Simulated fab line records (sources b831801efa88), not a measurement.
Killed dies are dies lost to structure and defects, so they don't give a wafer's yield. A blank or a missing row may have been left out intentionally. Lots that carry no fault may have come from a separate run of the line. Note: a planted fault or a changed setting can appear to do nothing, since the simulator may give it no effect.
A lot that was struck, set against a sound lot | flow sky130 | 37 steps out of a route of 708
Sound: wafers L912.2, L912.3, L912.6. The struck wafers were L928.1, L928.3, L928.6. At the end, the cause is stated.
Each step with rows lists, per side, the tool, then ch with its chambers, then its first start. Under that, the readings that differ: sound wafers | struck wafers | difference of the means | sigmas: that difference in standard deviations of wafers without a fault.
alike: words and numbers the same on both sides, and readings whose means are apart by under 2 such deviations; not compared: readings that were withheld, readings missing a value for some wafer, numbers with overlapping values and no deviation given by the record, and bounds like >300 which may hide the same value.
The two part at a step that has a row with sigmas, a row that says differs or no value, or rows on one side only. Numbers that have no deviation but don't overlap get no sigmas and don't part them. A reading missing from all wafers of one side parts the sides only when that side holds two or more wafers.

first, 10 steps without rows for these wafers: SKY_VIA3_ETCH_15 (etches SiO2 in C4F8/O2/Ar, stops on TiN, target depth 507 nm, time 78 s); SKY_VIA3_STRIP_16 (strips in O2/N2); SKY_VIA3_STRIP_17 (strips in post etch residue remover, time 1200 s); SKY_VIA3_CLEAN_18 (cleans in IPA, time 180 s); SKY_VIA3_CLEAN_19 (cleans in O3/DIW); SKY_VIA3_SPUTTER_20 (material TiN, target thk 20 nm, time 80 s); SKY_VIA3_CVD_21 (deposits W, target thk 390 nm, time 117.31 s); SKY_VIA3_CMP_24 (polishes, stops on SiO2, t overpolish 20 s, target thk 0 nm); SKY_METAL4_SPUTTER_00 (material Ti, target thk 15 nm, time 10 s); SKY_METAL4_SPUTTER_01 (material TiN, target thk 20 nm, time 16.7 s).
SKY_METAL4_SPUTTER_02: material AlCu, target thk 735 nm, time 39.1 s.
  sound on pvd sputter-02, day 39 15:38; struck on pvd sputter-02, day 44 12:03
  reading                  | sound                | struck               | difference | sigmas
  chamber pressure pa (Pa) | 0.3999 0.3994 0.3998 | 0.3628 0.3641 0.3629 | -0.0364    | -48
  throttle valve pct (%)   | 31.6 30.1 30.2       | 31.8 32.1 33.3       | +1.8       | +2
  not compared: model.AlCu_of_METAL4_SPUTTER_02.thk nm
then, 24 steps without rows for these wafers: SKY_METAL4_SPUTTER_03 (material Ti, target thk 5 nm, time 3.3 s); SKY_METAL4_SPUTTER_04 (material TiN, target thk 70 nm, time 58.3 s); SKY_CAP2M_CVD_00 (deposits SiO2, target thk 15.5 nm); SKY_CAP2M_SPUTTER_02 (material TiN, target thk 200 nm, time 166.7 s); SKY_CAP2M_DEHYDRATE_05 (time 60 s); SKY_CAP2M_HMDS_06 (prime time 60 s); SKY_CAP2M_COAT_07 (resist thk 1140 nm); SKY_CAP2M_SOFTBAKE_08 (time 60 s); SKY_CAP2M_EXPOSE_09 (exposes mask CAP2M, target cd 1000 nm); SKY_CAP2M_PEB_10; SKY_CAP2M_DEVELOP_11 (develop time 60 s); SKY_CAP2M_METAL_ETCH_13 (etches TiN in Cl2/BCl3, stops on SiO2, target depth 220 nm, time 62.9 s); SKY_CAP2M_STRIP_14 (strips in O2/N2); SKY_CAP2M_STRIP_15 (strips in post etch residue remover, time 1200 s); SKY_CAP2M_CLEAN_16 (cleans in IPA, time 180 s); SKY_CAP2M_CLEAN_17 (cleans in O3/DIW); SKY_METAL4_DEHYDRATE_05 (time 60 s); SKY_METAL4_HMDS_06 (prime time 60 s); SKY_METAL4_COAT_07 (resist thk 60 nm); SKY_METAL4_COAT_08 (resist thk 1140 nm); SKY_METAL4_SOFTBAKE_09 (time 90 s); SKY_METAL4_EXPOSE_10 (exposes mask MM4, target cd 300 nm); SKY_METAL4_PEB_11; SKY_METAL4_DEVELOP_12 (develop time 60 s).
SKY_METAL4_METAL_ETCH_18: etches the open film in Cl2/BCl3, stops on SiO2, target depth 845 nm, time 183.1 s.
  sound on rie metal-01 ch 0, day 41 16:24; struck on rie metal-02 ch 0,1, day 46 08:38
  reading                            | sound             | struck          | difference | sigmas
  model.METAL4.feature depth nm (nm) | 867.1 873.5 868.9 | 880.8 874 878.4 | +7.9       |
  model.etch.depth nm (nm)           | 867.1 873.5 868.9 | 880.8 874 878.4 | +7.9       |
  alike: drypump motor current A, oes product au, throttle valve pct
  not compared: rf hours counter h
-- the record jumps here: 3 days lie between the struck wafers' starts before and after (it left off in module METAL4 and takes up again in module PAD_OPEN, whose first step shown is number 708 of the route) --
SKY_PAD_OPEN_PROBE_99:
  sound on prober-02, day 45 15:20; struck on prober-02, day 49 19:07
  reading                  | sound       | struck      | difference | sigmas
  sort_bin_3_pad_short (%) | 0.2 0.2 0.4 | 1.4 0.4 1.6 | +0.9       | +2
  alike: defect limited yield, killed_at_M0_to_M3, killed_at_M4_up, killed at contacts, killed at front end, killed at other, killed dies, killed on rim, killed open, killed short, sort_bin_5_function, sort_bin_6_memory, sort n pass, sort yield pct
  not compared: model.etest.met4.rs ohm sq

WHERE THEY PART
Last at SKY_PAD_OPEN_PROBE_99 as far as this record goes, first at SKY_METAL4_SPUTTER_02.

WHY: what the simulator had put in
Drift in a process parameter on pvd sputter-02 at SKY_METAL4_SPUTTER_02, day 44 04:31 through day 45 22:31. Setting chamber pressure pa, moved by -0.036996, from 0.4. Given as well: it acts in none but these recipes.
